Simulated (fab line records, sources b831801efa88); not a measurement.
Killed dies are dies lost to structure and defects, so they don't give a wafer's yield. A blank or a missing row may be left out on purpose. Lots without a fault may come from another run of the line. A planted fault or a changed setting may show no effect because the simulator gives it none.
fab line records | flow sky130
record lots=5 wafers=15 last_day=49
route steps=708 shown LDD_N@244 LDD_P@255 LDD_HVN@267 LDD_HVP@278 LDD_LDN@289
lots that met no fault: from a run of the same line without faults
start_h: hours from the record's first day to the start of the lot's first wafer shown | wait_h: hours since the lot's step before | " the same as in the row above | L1.1+2: a row that stands for several wafers | - no value, or no start given | * or withheld: withheld | < > ~ a bound
route shown NAME@n: a module of which the file shows steps, and the number in the route of the first | usual: mean/standard deviation of fault-free wafers | same: alike in all rows | chamber/n: place in a boat | sites: the reading at each site | _std_site: their standard deviation | _edge_site: outer sites' mean less inner sites' | radius_mm: how far each site lies from the wafer's centre | mask NAME#n: copy n | behind: the tool/chamber that last shaped the wafer | hold: why the lot was held/for how many hours/how that ended | device: the transistor (n, p or np) that didn't switch | end of line: the same wafers' tests at the end of the route | a step without rows: its recipe alone | killed: dies lost to structure and defects at the first sort, not the wafer's yield | map: a wafer's dies, x killed, . not, _ none there
set.NAME: the setting as run; set.NAME@STEP: as run at that earlier step | model.NAME: the simulator's own value behind a step, which no gauge read
lots at some steps of the route; a table a step, a row a wafer
services: from which hour (start_h, from the record's first day; less than 0 if before it) a tool's chamber was out of use, for how many hours, and why
## steps
# step SKY_LDD_N_OVL_MEAS_07
# usual LDD_N_OVL=0.3/1.3
# columns lot.wafer tool chamber start_h wait_h LDD_N_OVL[nm]
L076.2 overlay-02 - 415.36 0.1 -0.8
L076.4 " - " " -0.8
L076.5 " - " " -1.6
L077.2 overlay-02 - 419.46 0.1 -1.0
L077.4 " - " " -2.0
L077.6 " - " " -0.5
L078.1 overlay-01 - 437.15 0.1 0.2
L078.5 " - " " 1.6
L078.6 " - " " 1.1
L079.1 overlay-02 - 449.09 0.1 -0.1
L079.4 " - " " 0.0
L079.5 " - " " 1.1
L088.3 overlay-02 - 533.66 0.1 0.4
L088.4 " - " " 0.5
L088.5 " - " " 0.9
# step SKY_LDD_N_IMPLANT_08
# recipe species=As energy_kev=20 dose_cm2=7.5e+13 tilt_deg=withheld rotation_deg=23
# columns lot.wafer tool chamber start_h wait_h
L076.2+4+5 implanter-02 0 415.42 0.0
L077.2+4+6 implanter-02 0 419.52 0.0
L078.1+5+6 implanter-04 0 437.18 0.0
L079.1+4+5 implanter-02 0 449.13 0.0
L088.3+4+5 implanter-01 0 533.73 0.1
# step SKY_LDD_N_IMPLANT_09
# recipe species=As energy_kev=20 dose_cm2=7.5e+13 tilt_deg=withheld rotation_deg=113
# columns lot.wafer tool chamber start_h wait_h
L076.2+4+5 implanter-02 0 415.57 0.1
L077.2+4+6 implanter-02 0 419.67 0.1
L078.1+5+6 implanter-04 0 437.33 0.1
L079.1+4+5 implanter-02 0 449.28 0.1
L088.3+4+5 implanter-01 0 533.88 0.1
# step SKY_LDD_N_IMPLANT_10
# recipe species=As energy_kev=20 dose_cm2=7.5e+13 tilt_deg=withheld rotation_deg=203
# columns lot.wafer tool chamber start_h wait_h
L076.2+4+5 implanter-02 0 415.72 0.1
L077.2+4+6 implanter-02 0 419.82 0.1
L078.1+5+6 implanter-04 0 437.48 0.1
L079.1+4+5 implanter-02 0 449.43 0.1
L088.3+4+5 implanter-01 0 534.03 0.1
# step SKY_LDD_N_IMPLANT_11
# recipe species=As energy_kev=20 dose_cm2=7.5e+13 tilt_deg=withheld rotation_deg=293
# columns lot.wafer tool chamber start_h wait_h
L076.2+4+5 implanter-02 0 415.87 0.1
L077.2+4+6 implanter-02 0 419.97 0.1
L078.1+5+6 implanter-04 0 437.63 0.1
L079.1+4+5 implanter-02 0 449.58 0.1
L088.3+4+5 implanter-01 0 534.18 0.1
# step SKY_LDD_N_IMPLANT_12
# recipe species=BF2 energy_kev=50 dose_cm2=5e+12 tilt_deg=30 rotation_deg=0
# columns lot.wafer tool chamber start_h wait_h
L076.2+4+5 implanter-02 0 416.02 0.1
L077.2+4+6 implanter-02 0 420.12 0.1
L078.1+5+6 implanter-04 0 437.78 0.1
L079.1+4+5 implanter-02 0 449.73 0.1
L088.3+4+5 implanter-01 0 534.33 0.1
# step SKY_LDD_N_IMPLANT_13
# recipe species=BF2 energy_kev=50 dose_cm2=5e+12 tilt_deg=30 rotation_deg=90
# columns lot.wafer tool chamber start_h wait_h
L076.2+4+5 implanter-02 0 416.17 0.1
L077.2+4+6 implanter-02 0 420.27 0.1
L078.1+5+6 implanter-04 0 437.93 0.1
L079.1+4+5 implanter-02 0 449.88 0.1
L088.3+4+5 implanter-01 0 534.48 0.1
# step SKY_LDD_N_IMPLANT_14
# recipe species=BF2 energy_kev=50 dose_cm2=5e+12 tilt_deg=30 rotation_deg=180
# columns lot.wafer tool chamber start_h wait_h
L076.2+4+5 implanter-02 0 416.32 0.1
L077.2+4+6 implanter-02 0 420.42 0.1
L078.1+5+6 implanter-04 0 438.08 0.1
L079.1+4+5 implanter-02 0 450.03 0.1
L088.3+4+5 implanter-01 0 534.63 0.1
# step SKY_LDD_N_IMPLANT_15
# recipe species=BF2 energy_kev=50 dose_cm2=5e+12 tilt_deg=30 rotation_deg=270
# columns lot.wafer tool chamber start_h wait_h
L076.2+4+5 implanter-02 0 416.47 0.1
L077.2+4+6 implanter-02 0 420.57 0.1
L078.1+5+6 implanter-04 0 438.23 0.1
L079.1+4+5 implanter-02 0 450.18 0.1
L088.3+4+5 implanter-01 0 534.78 0.1
# step SKY_LDD_N_STRIP_16
# recipe chemistry=O2/N2 power_w=1400 pressure_mtorr=1500 platen_temp_c=withheld o2_flow_sccm=3000 n2_flow_sccm=300 overash_fraction=0.5
# usual drypump_motor_current_A=6.14/0.21 oes_product_au=0.407/0.0046 strip_time_to_endpoint_s=4.313/0.013
# columns lot.wafer tool chamber start_h wait_h drypump_motor_current_A oes_product_au rf_hours_counter_h strip_time_to_endpoint_s
L076.2 plasma_asher-03 1 416.59 0.1 6.15 0.397 71 4.314
L076.4 " 1 " " 6.16 0.410 - 4.313
L076.5 " 1 " " 6.15 0.410 - 4.314
L077.2 plasma_asher-04 0 420.69 0.1 6.35 0.404 29 4.323
L077.4 " 0 " " 6.36 0.399 - 4.317
L077.6 " 1 " " 6.26 0.408 - 4.323
L078.1 plasma_asher-03 0 438.38 0.1 5.97 0.409 1 4.291
L078.5 " 1 " " 6.16 0.403 - 4.308
L078.6 " 0 " " 5.98 0.410 - 4.283
L079.1 plasma_asher-04 1 450.33 0.1 6.26 0.407 32 4.307
L079.4 " 0 " " 6.34 0.411 - 4.310
L079.5 " 0 " " 6.34 0.412 - 4.314
L088.3 plasma_asher-01 1 534.92 0.1 6.38 0.408 - 4.303
L088.4 " 0 " " 5.81 0.408 - 4.337
L088.5 " 1 " " 6.39 0.409 - 4.325
# step SKY_LDD_N_TW_MEAS_17
# usual LDD_N_TW=2607/14
# columns lot.wafer tool chamber start_h wait_h LDD_N_TW
L076.2 film_metro-01 - 416.70 0.1 2633
L076.4 " - " " 2623
L076.5 " - " " 2620
L077.2 film_metro-04 - 420.80 0.1 2605
L077.4 " - " " 2600
L077.6 " - " " 2607
L078.1 film_metro-01 - 438.48 0.1 2612
L078.5 " - " " 2609
L078.6 " - " " 2605
L079.1 film_metro-01 - 450.43 0.1 2606
L079.4 " - " " 2619
L079.5 " - " " 2597
L088.3 film_metro-01 - 535.00 0.1 2628
L088.4 " - " " 2617
L088.5 " - " " 2624
# step SKY_LDD_P_DEHYDRATE_00
# recipe temp_c=200 time_s=60
# columns lot.wafer tool chamber start_h wait_h
L076.2+4+5 litho_track-02 0 431.68 15.0
L077.2+4+6 litho_track-01 0 435.87 15.1
L078.1+5+6 litho_track-02 0 452.86 14.4
L079.1+4+5 litho_track-04 0 465.56 15.1
L088.3+4+5 litho_track-01 0 549.14 14.1
# step SKY_LDD_P_HMDS_01
# recipe prime_time_s=60 prime_temp_c=120
# usual prime_temp_c=120.00/0.13
# columns lot.wafer tool chamber start_h wait_h prime_temp_c
L076.2 litho_track-02 0 431.83 0.1 119.65
L076.4 " 0 " " 119.87
L076.5 " 0 " " 119.90
L077.2 litho_track-01 0 436.02 0.1 119.75
L077.4 " 0 " " 119.92
L077.6 " 0 " " 119.77
L078.1 litho_track-02 0 453.01 0.1 120.02
L078.5 " 0 " " 120.08
L078.6 " 0 " " 120.11
L079.1 litho_track-04 0 465.71 0.1 119.77
L079.4 " 0 " " 119.91
L079.5 " 0 " " 119.75
L088.3 litho_track-01 0 549.29 0.1 120.16
L088.4 " 0 " " 120.18
L088.5 " 0 " " 120.05
# step SKY_LDD_P_COAT_02
# recipe resist=NOVOLAK spin_rpm=3000 resist_thk_nm=1140
# columns lot.wafer tool chamber start_h wait_h
L076.2+4+5 litho_track-02 0 431.98 0.1
L077.2+4+6 litho_track-01 0 436.17 0.1
L078.1+5+6 litho_track-02 0 453.16 0.1
L079.1+4+5 litho_track-04 0 465.86 0.1
L088.3+4+5 litho_track-01 0 549.44 0.1
# step SKY_LDD_P_SOFTBAKE_03
# recipe temp_c=90 time_s=60 resist=NOVOLAK
# columns lot.wafer tool chamber start_h wait_h
L076.2+4+5 litho_track-02 0 432.13 0.1
L077.2+4+6 litho_track-01 0 436.32 0.1
L078.1+5+6 litho_track-02 0 453.31 0.1
L079.1+4+5 litho_track-04 0 466.01 0.1
L088.3+4+5 litho_track-01 0 549.59 0.1
# step SKY_LDD_P_EXPOSE_04
# recipe mask_id=PSDM na=0.6 source_shape=conventional sigma_outer=0.6 polarization=unpolarized target_cd_nm=380 dose_mj=138
# columns lot.wafer tool chamber start_h wait_h mask
L076.2+4+5 iline_stepper-01 0 - - PSDM#0
L077.2+4+6 iline_stepper-02 0 - - PSDM#0
L078.1+5+6 iline_stepper-02 0 - - PSDM#0
L079.1+4+5 iline_stepper-02 0 - - PSDM#0
L088.3+4+5 iline_stepper-02 0 - - PSDM#0
# step SKY_LDD_P_PEB_05
# recipe temp_c=withheld time_s=* resist=NOVOLAK
# columns lot.wafer tool chamber start_h wait_h
L076.2+4+5 litho_track-04 0 - -
L077.2+4+6 litho_track-02 0 - -
L078.1+5+6 litho_track-02 0 - -
L079.1+4+5 litho_track-02 0 - -
L088.3+4+5 litho_track-01 0 - -
# step SKY_LDD_P_DEVELOP_06
# recipe resist=NOVOLAK developer=TMAH develop_time_s=60 dev_temp_c=23
# columns lot.wafer tool chamber start_h wait_h
L076.2+4+5 litho_track-04 0 447.13 0.1
L077.2+4+6 litho_track-02 0 450.98 0.1
L078.1+5+6 litho_track-02 0 468.06 0.1
L079.1+4+5 litho_track-02 0 480.06 0.1
L088.3+4+5 litho_track-01 0 564.84 0.1
# step SKY_LDD_P_CD_MEAS_07
# recipe target_cd_nm=380
# usual cd_nm=379.9/2
# columns lot.wafer tool chamber start_h wait_h cd_nm
L076.2 cd_sem-02 - 447.33 0.2 380.8
L076.4 " - " " 379.4
L076.5 " - " " 380.9
L077.2 cd_sem-02 - 451.13 0.1 378.4
L077.4 " - " " 379.4
L077.6 " - " " 378.4
L078.1 cd_sem-01 - 468.21 0.1 379.1
L078.5 " - " " 379.9
L078.6 " - " " 379.5
L079.1 cd_sem-01 - 480.21 0.1 383.5
L079.4 " - " " 382.4
L079.5 " - " " 383.8
L088.3 cd_sem-02 - 564.98 0.1 377.6
L088.4 " - " " 373.4
L088.5 " - " " 377.3
# step SKY_LDD_P_OVL_MEAS_08
# usual LDD_P_OVL=0.4/1.6
# columns lot.wafer tool chamber start_h wait_h LDD_P_OVL[nm]
L076.2 overlay-01 - 447.44 0.1 2.0
L076.4 " - " " 1.0
L076.5 " - " " 0.5
L077.2 overlay-02 - 451.23 0.1 -3.1
L077.4 " - " " -0.9
L077.6 " - " " -1.1
L078.1 overlay-02 - 468.33 0.1 -0.3
L078.5 " - " " -0.6
L078.6 " - " " 0.4
L079.1 overlay-02 - 480.33 0.1 -1.1
L079.4 " - " " 1.1
L079.5 " - " " 0.5
L088.3 overlay-01 - 565.07 0.1 1.7
L088.4 " - " " 2.7
L088.5 " - " " 2.5
# step SKY_LDD_P_IMPLANT_09
# recipe species=BF2 energy_kev=25 dose_cm2=1e+13 tilt_deg=withheld
# columns lot.wafer tool chamber start_h wait_h
L076.2+4+5 implanter-04 0 447.49 0.0
L077.2+4+6 implanter-03 0 451.29 0.0
L078.1+5+6 implanter-03 0 468.36 0.0
L079.1+4+5 implanter-02 0 480.36 0.0
L088.3+4+5 implanter-04 0 565.15 0.1
# step SKY_LDD_P_STRIP_10
# recipe chemistry=O2/N2 power_w=1400 pressure_mtorr=1500 platen_temp_c=withheld o2_flow_sccm=3000 n2_flow_sccm=300 overash_fraction=0.5
# usual drypump_motor_current_A=6.17/0.29 oes_product_au=0.715/0.0048 strip_time_to_endpoint_s=14.17/0.036
# columns lot.wafer tool chamber start_h wait_h drypump_motor_current_A oes_product_au rf_hours_counter_h strip_time_to_endpoint_s
L076.2 plasma_asher-02 1 447.62 0.1 6.53 0.718 74 14.19
L076.4 " 0 " " 5.75 0.707 - 14.19
L076.5 " 0 " " 5.76 0.707 - 14.15
L077.2 plasma_asher-04 1 451.41 0.1 6.25 0.713 33 14.14
L077.4 " 1 " " 6.28 0.713 - 14.13
L077.6 " 0 " " 6.37 0.709 - 14.13
L078.1 plasma_asher-01 1 468.51 0.1 6.36 0.713 67 14.17
L078.5 " 1 " " 6.37 0.717 - 14.19
L078.6 " 0 " " 5.83 0.711 - 14.21
L079.1 plasma_asher-04 1 480.51 0.1 6.27 0.709 35 14.19
L079.4 " 0 " " 6.34 0.712 - 14.15
L079.5 " 0 " " 6.33 0.716 - 14.13
L088.3 plasma_asher-02 1 565.28 0.1 6.50 0.726 - 14.23
L088.4 " 0 " " 5.75 0.723 - 14.23
L088.5 " 1 " " 6.55 0.717 - 14.25
# step SKY_LDD_P_TW_MEAS_11
# usual LDD_P_TW=640/3.9
# columns lot.wafer tool chamber start_h wait_h LDD_P_TW
L076.2 film_metro-04 - 447.73 0.1 638
L076.4 " - " " 638
L076.5 " - " " 637
L077.2 film_metro-02 - 451.52 0.1 634
L077.4 " - " " 632
L077.6 " - " " 633
L078.1 film_metro-01 - 468.61 0.1 648
L078.5 " - " " 645
L078.6 " - " " 644
L079.1 film_metro-04 - 480.61 0.1 637
L079.4 " - " " 636
L079.5 " - " " 638
L088.3 film_metro-01 - 565.37 0.1 640
L088.4 " - " " 642
L088.5 " - " " 642
# step SKY_LDD_HVN_DEHYDRATE_00
# recipe temp_c=200 time_s=60
# columns lot.wafer tool chamber start_h wait_h
L076.2+4+5 litho_track-04 0 462.83 15.1
L077.2+4+6 litho_track-03 0 466.57 15.0
L078.1+5+6 litho_track-03 0 481.50 12.9
L079.1+4+5 litho_track-03 0 496.10 15.5
L088.3+4+5 litho_track-04 0 579.36 14.0
# step SKY_LDD_HVN_HMDS_01
# recipe prime_time_s=60 prime_temp_c=120
# usual prime_temp_c=120.01/0.13
# columns lot.wafer tool chamber start_h wait_h prime_temp_c
L076.2 litho_track-04 0 462.98 0.1 120.07
L076.4 " 0 " " 119.93
L076.5 " 0 " " 120.05
L077.2 litho_track-03 0 466.72 0.1 120.26
L077.4 " 0 " " 120.08
L077.6 " 0 " " 120.09
L078.1 litho_track-03 0 481.65 0.1 120.10
L078.5 " 0 " " 120.11
L078.6 " 0 " " 120.17
L079.1 litho_track-03 0 496.25 0.1 119.72
L079.4 " 0 " " 119.76
L079.5 " 0 " " 119.82
L088.3 litho_track-04 0 579.51 0.1 120.00
L088.4 " 0 " " 120.16
L088.5 " 0 " " 119.77
# step SKY_LDD_HVN_COAT_02
# recipe resist=NOVOLAK spin_rpm=3000 resist_thk_nm=300
# columns lot.wafer tool chamber start_h wait_h
L076.2+4+5 litho_track-04 0 463.13 0.1
L077.2+4+6 litho_track-03 0 466.87 0.1
L078.1+5+6 litho_track-03 0 481.80 0.1
L079.1+4+5 litho_track-03 0 496.40 0.1
L088.3+4+5 litho_track-04 0 579.66 0.1
# step SKY_LDD_HVN_SOFTBAKE_03
# recipe temp_c=90 time_s=60 resist=NOVOLAK
# columns lot.wafer tool chamber start_h wait_h
L076.2+4+5 litho_track-04 0 463.28 0.1
L077.2+4+6 litho_track-03 0 467.02 0.1
L078.1+5+6 litho_track-03 0 481.95 0.1
L079.1+4+5 litho_track-03 0 496.55 0.1
L088.3+4+5 litho_track-04 0 579.81 0.1
# step SKY_LDD_HVN_EXPOSE_04
# recipe mask_id=HVNTM na=0.6 source_shape=conventional sigma_outer=0.6 polarization=unpolarized target_cd_nm=700 dose_mj=127
# columns lot.wafer tool chamber start_h wait_h mask
L076.2+4+5 iline_stepper-02 0 - - HVNTM#0
L077.2+4+6 iline_stepper-02 0 - - HVNTM#0
L078.1+5+6 iline_stepper-01 0 - - HVNTM#0
L079.1+4+5 iline_stepper-01 0 - - HVNTM#0
L088.3+4+5 iline_stepper-02 0 - - HVNTM#0
# step SKY_LDD_HVN_PEB_05
# recipe temp_c=withheld time_s=* resist=NOVOLAK
# columns lot.wafer tool chamber start_h wait_h
L076.2+4+5 litho_track-01 0 - -
L077.2+4+6 litho_track-04 0 - -
L078.1+5+6 litho_track-03 0 - -
L079.1+4+5 litho_track-01 0 - -
L088.3+4+5 litho_track-03 0 - -
# step SKY_LDD_HVN_DEVELOP_06
# recipe resist=NOVOLAK developer=TMAH develop_time_s=60 dev_temp_c=23
# columns lot.wafer tool chamber start_h wait_h
L076.2+4+5 litho_track-01 0 477.42 0.1
L077.2+4+6 litho_track-04 0 480.63 0.1
L078.1+5+6 litho_track-03 0 498.45 0.1
L079.1+4+5 litho_track-01 0 510.89 0.1
L088.3+4+5 litho_track-03 0 594.40 0.1
# step SKY_LDD_HVN_OVL_MEAS_07
# usual LDD_HVN_OVL=1.0/1.6
# columns lot.wafer tool chamber start_h wait_h LDD_HVN_OVL[nm]
L076.2 overlay-02 - 477.55 0.1 -0.1
L076.4 " - " " 1.1
L076.5 " - " " -0.7
L077.2 overlay-02 - 480.76 0.1 0.8
L077.4 " - " " 0.6
L077.6 " - " " 0.9
L078.1 overlay-01 - 498.60 0.1 1.1
L078.5 " - " " 0.4
L078.6 " - " " -0.1
L079.1 overlay-02 - 511.04 0.1 2.4
L079.4 " - " " 1.7
L079.5 " - " " 1.9
L088.3 overlay-02 - 594.51 0.1 0.2
L088.4 " - " " -1.1
L088.5 " - " " -1.4
# step SKY_LDD_HVN_IMPLANT_08
# recipe species=P energy_kev=60 dose_cm2=3e+13 tilt_deg=40
# columns lot.wafer tool chamber start_h wait_h
L076.2+4+5 implanter-01 0 477.60 0.0
L077.2+4+6 implanter-02 0 480.82 0.0
L078.1+5+6 implanter-02 0 498.63 0.0
L079.1+4+5 implanter-02 0 511.08 0.0
L088.3+4+5 implanter-02 0 594.58 0.1
# step SKY_LDD_HVN_STRIP_09
# recipe chemistry=O2/N2 power_w=1400 pressure_mtorr=1500 platen_temp_c=withheld o2_flow_sccm=3000 n2_flow_sccm=300 overash_fraction=0.5
# usual drypump_motor_current_A=6.18/0.24 oes_product_au=0.408/0.0047 strip_time_to_endpoint_s=4.137/0.013
# columns lot.wafer tool chamber start_h wait_h drypump_motor_current_A oes_product_au rf_hours_counter_h strip_time_to_endpoint_s
L076.2 plasma_asher-03 1 477.73 0.1 6.16 0.405 5 4.124
L076.4 " 1 " " 6.15 0.407 - 4.143
L076.5 " 0 " " 5.96 0.409 - 4.135
L077.2 plasma_asher-04 0 480.94 0.1 6.34 0.412 35 4.145
L077.4 " 0 " " 6.33 0.409 - 4.160
L077.6 " 1 " " 6.25 0.410 - 4.152
L078.1 plasma_asher-04 0 498.78 0.1 6.34 0.405 37 4.143
L078.5 " 0 " " 6.34 0.409 - 4.159
L078.6 " 1 " " 6.23 0.413 - 4.138
L079.1 plasma_asher-04 1 511.23 0.1 6.24 0.397 38 4.118
L079.4 " 1 " " 6.23 0.409 - 4.129
L079.5 " 1 " " 6.22 0.407 - 4.127
L088.3 plasma_asher-02 0 594.72 0.1 5.77 0.406 - 4.130
L088.4 " 1 " " 6.51 0.412 - 4.146
L088.5 " 1 " " 6.51 0.415 - 4.142
# step SKY_LDD_HVN_TW_MEAS_10
# usual LDD_HVN_TW=1445/9.5
# columns lot.wafer tool chamber start_h wait_h LDD_HVN_TW
L076.2 film_metro-04 - 477.84 0.1 1446
L076.4 " - " " 1442
L076.5 " - " " 1439
L077.2 film_metro-03 - 481.05 0.1 1450
L077.4 " - " " 1456
L077.6 " - " " 1450
L078.1 film_metro-02 - 498.88 0.1 1440
L078.5 " - " " 1431
L078.6 " - " " 1438
L079.1 film_metro-04 - 511.33 0.1 1444
L079.4 " - " " 1444
L079.5 " - " " 1437
L088.3 film_metro-04 - 594.80 0.1 1451
L088.4 " - " " 1451
L088.5 " - " " 1453
# step SKY_LDD_HVP_DEHYDRATE_00
# recipe temp_c=200 time_s=60
# columns lot.wafer tool chamber start_h wait_h
L076.2+4+5 litho_track-02 0 492.23 14.4
L077.2+4+6 litho_track-02 0 496.83 15.8
L078.1+5+6 litho_track-03 0 512.40 13.5
L079.1+4+5 litho_track-02 0 526.11 14.8
L088.3+4+5 litho_track-03 0 608.30 13.5
# step SKY_LDD_HVP_HMDS_01
# recipe prime_time_s=60 prime_temp_c=120
# usual prime_temp_c=120.00/0.15
# columns lot.wafer tool chamber start_h wait_h prime_temp_c
L076.2 litho_track-02 0 492.38 0.1 120.06
L076.4 " 0 " " 119.87
L076.5 " 0 " " 120.07
L077.2 litho_track-02 0 496.98 0.1 119.93
L077.4 " 0 " " 119.73
L077.6 " 0 " " 119.77
L078.1 litho_track-03 0 512.55 0.1 119.78
L078.5 " 0 " " 119.95
L078.6 " 0 " " 119.70
L079.1 litho_track-02 0 526.26 0.1 120.00
L079.4 " 0 " " 120.03
L079.5 " 0 " " 120.02
L088.3 litho_track-03 0 608.45 0.1 120.27
L088.4 " 0 " " 120.35
L088.5 " 0 " " 120.36
# step SKY_LDD_HVP_COAT_02
# recipe resist=NOVOLAK spin_rpm=3000 resist_thk_nm=300
# columns lot.wafer tool chamber start_h wait_h
L076.2+4+5 litho_track-02 0 492.53 0.1
L077.2+4+6 litho_track-02 0 497.13 0.1
L078.1+5+6 litho_track-03 0 512.70 0.1
L079.1+4+5 litho_track-02 0 526.41 0.1
L088.3+4+5 litho_track-03 0 608.60 0.1
# step SKY_LDD_HVP_SOFTBAKE_03
# recipe temp_c=90 time_s=60 resist=NOVOLAK
# columns lot.wafer tool chamber start_h wait_h
L076.2+4+5 litho_track-02 0 492.68 0.1
L077.2+4+6 litho_track-02 0 497.28 0.1
L078.1+5+6 litho_track-03 0 512.85 0.1
L079.1+4+5 litho_track-02 0 526.56 0.1
L088.3+4+5 litho_track-03 0 608.75 0.1
# step SKY_LDD_HVP_EXPOSE_04
# recipe mask_id=HVPTM na=0.6 source_shape=conventional sigma_outer=0.6 polarization=unpolarized target_cd_nm=700 dose_mj=86
# columns lot.wafer tool chamber start_h wait_h mask
L076.2+4+5 iline_stepper-02 0 - - HVPTM#0
L077.2+4+6 iline_stepper-01 0 - - HVPTM#0
L078.1+5+6 iline_stepper-02 0 - - HVPTM#0
L079.1+4+5 iline_stepper-02 0 - - HVPTM#0
L088.3+4+5 iline_stepper-02 0 - - HVPTM#0
# step SKY_LDD_HVP_PEB_05
# recipe temp_c=withheld time_s=* resist=NOVOLAK
# columns lot.wafer tool chamber start_h wait_h
L076.2+4+5 litho_track-04 0 - -
L077.2+4+6 litho_track-02 0 - -
L078.1+5+6 litho_track-04 0 - -
L079.1+4+5 litho_track-03 0 - -
L088.3+4+5 litho_track-02 0 - -
# step SKY_LDD_HVP_DEVELOP_06
# recipe resist=NOVOLAK developer=TMAH develop_time_s=60 dev_temp_c=23
# columns lot.wafer tool chamber start_h wait_h
L076.2+4+5 litho_track-04 0 508.23 0.1
L077.2+4+6 litho_track-02 0 511.88 0.1
L078.1+5+6 litho_track-04 0 528.36 0.1
L079.1+4+5 litho_track-03 0 541.05 0.1
L088.3+4+5 litho_track-02 0 623.26 0.1
# step SKY_LDD_HVP_OVL_MEAS_07
# usual LDD_HVP_OVL=-0.1/1.4
# columns lot.wafer tool chamber start_h wait_h LDD_HVP_OVL[nm]
L076.2 overlay-02 - 508.36 0.1 0.3
L076.4 " - " " 0.6
L076.5 " - " " -0.5
L077.2 overlay-02 - 512.01 0.1 -0.2
L077.4 " - " " 0.1
L077.6 " - " " -0.3
L078.1 overlay-02 - 528.51 0.1 -1.5
L078.5 " - " " -2.1
L078.6 " - " " -2.9
L079.1 overlay-01 - 541.20 0.1 0.0
L079.4 " - " " 0.8
L079.5 " - " " -0.9
L088.3 overlay-01 - 623.37 0.1 -1.1
L088.4 " - " " 0.2
L088.5 " - " " -0.8
# step SKY_LDD_HVP_IMPLANT_08
# recipe species=B energy_kev=20 dose_cm2=1.7e+13 tilt_deg=17.9
# columns lot.wafer tool chamber start_h wait_h
L076.2+4+5 implanter-01 0 508.42 0.0
L077.2+4+6 implanter-04 0 512.07 0.0
L078.1+5+6 implanter-04 0 528.54 0.0
L079.1+4+5 implanter-03 0 541.23 0.0
L088.3+4+5 implanter-04 0 623.44 0.1
# step SKY_LDD_HVP_STRIP_09
# recipe chemistry=O2/N2 power_w=1400 pressure_mtorr=1500 platen_temp_c=withheld o2_flow_sccm=3000 n2_flow_sccm=300 overash_fraction=0.5
# usual drypump_motor_current_A=6.10/0.27 oes_product_au=0.408/0.005 strip_time_to_endpoint_s=4.134/0.015
# columns lot.wafer tool chamber start_h wait_h drypump_motor_current_A oes_product_au rf_hours_counter_h strip_time_to_endpoint_s
L076.2 plasma_asher-03 1 508.54 0.1 6.18 0.407 7 4.120
L076.4 " 0 " " 5.95 0.404 - 4.143
L076.5 " 1 " " 6.17 0.410 - 4.136
L077.2 plasma_asher-03 0 512.19 0.1 5.93 0.402 8 4.148
L077.4 " 1 " " 6.17 0.402 - 4.164
L077.6 " 0 " " 5.95 0.407 - 4.141
L078.1 plasma_asher-01 0 528.69 0.1 5.83 0.409 72 4.153
L078.5 " 1 " " 6.37 0.409 - 4.147
L078.6 " 0 " " 5.83 0.412 - 4.119
L079.1 plasma_asher-02 0 541.38 0.1 5.75 0.394 83 4.142
L079.4 " 1 " " 6.56 0.395 - 4.138
L079.5 " 1 " " 6.53 0.410 - 4.141
L088.3 plasma_asher-03 1 623.58 0.1 6.14 0.412 - 4.155
L088.4 " 0 " " 5.98 0.409 - 4.161
L088.5 " 1 " " 6.12 0.404 - 4.137
# step SKY_LDD_HVP_TW_MEAS_10
# usual LDD_HVP_TW=458/3.5
# columns lot.wafer tool chamber start_h wait_h LDD_HVP_TW
L076.2 film_metro-01 - 508.65 0.1 458
L076.4 " - " " 457
L076.5 " - " " 459
L077.2 film_metro-02 - 512.30 0.1 456
L077.4 " - " " 456
L077.6 " - " " 454
L078.1 film_metro-01 - 528.79 0.1 464
L078.5 " - " " 464
L078.6 " - " " 463
L079.1 film_metro-02 - 541.48 0.1 456
L079.4 " - " " 456
L079.5 " - " " 457
L088.3 film_metro-03 - 623.66 0.1 458
L088.4 " - " " 457
L088.5 " - " " 460
# step SKY_LDD_LDN_DEHYDRATE_00
# recipe temp_c=200 time_s=60
# columns lot.wafer tool chamber start_h wait_h
L076.2+4+5 litho_track-02 0 523.63 15.0
L077.2+4+6 litho_track-01 0 527.32 15.0
L078.1+5+6 litho_track-01 0 542.79 14.0
L079.1+4+5 litho_track-03 0 555.40 13.9
L088.3+4+5 litho_track-02 0 637.61 13.9
# step SKY_LDD_LDN_HMDS_01
# recipe prime_time_s=60 prime_temp_c=120
# usual prime_temp_c=120.01/0.12
# columns lot.wafer tool chamber start_h wait_h prime_temp_c
L076.2 litho_track-02 0 523.78 0.1 119.89
L076.4 " 0 " " 119.92
L076.5 " 0 " " 119.98
L077.2 litho_track-01 0 527.47 0.1 119.96
L077.4 " 0 " " 119.94
L077.6 " 0 " " 119.89
L078.1 litho_track-01 0 542.94 0.1 120.08
L078.5 " 0 " " 120.03
L078.6 " 0 " " 120.05
L079.1 litho_track-03 0 555.55 0.1 120.08
L079.4 " 0 " " 119.98
L079.5 " 0 " " 120.16
L088.3 litho_track-02 0 637.76 0.1 119.86
L088.4 " 0 " " 119.99
L088.5 " 0 " " 120.01
# step SKY_LDD_LDN_COAT_02
# recipe resist=NOVOLAK spin_rpm=3000 resist_thk_nm=1140
# columns lot.wafer tool chamber start_h wait_h
L076.2+4+5 litho_track-02 0 523.93 0.1
L077.2+4+6 litho_track-01 0 527.62 0.1
L078.1+5+6 litho_track-01 0 543.09 0.1
L079.1+4+5 litho_track-03 0 555.70 0.1
L088.3+4+5 litho_track-02 0 637.91 0.1
# step SKY_LDD_LDN_SOFTBAKE_03
# recipe temp_c=90 time_s=60 resist=NOVOLAK
# columns lot.wafer tool chamber start_h wait_h
L076.2+4+5 litho_track-02 0 524.08 0.1
L077.2+4+6 litho_track-01 0 527.77 0.1
L078.1+5+6 litho_track-01 0 543.24 0.1
L079.1+4+5 litho_track-03 0 555.85 0.1
L088.3+4+5 litho_track-02 0 638.06 0.1
## services
# columns tool chamber start_h hours kind
plasma_asher-03 - 421.25 9.0 pm
plasma_asher-03 0 421.25 9.0 vent_cycle
plasma_asher-03 1 421.25 9.0 vent_cycle
plasma_asher-02 - 427.84 1.3 repair
plasma_asher-03 0 430.25 - clean
plasma_asher-03 1 430.25 - clean
plasma_asher-03 - 443.47 3.0 repair
implanter-04 - 470.48 3.2 pm
plasma_asher-04 - 477.69 2.8 pm
implanter-01 - 488.37 3.3 repair
iline_stepper-02 - 493.10 1.7 pm
plasma_asher-03 - 507.16 1.3 repair
plasma_asher-01 - 511.22 2.0 repair
plasma_asher-02 - 530.22 2.8 pm
plasma_asher-02 - 535.48 1.8 repair
plasma_asher-04 - 542.33 2.1 repair
implanter-02 - 559.18 7.7 pm
implanter-02 - 566.80 3.6 repair
plasma_asher-04 - 588.81 0.4 repair
iline_stepper-01 - 608.12 1.7 pm
iline_stepper-02 - 609.80 4.4 pm
## key
fault none
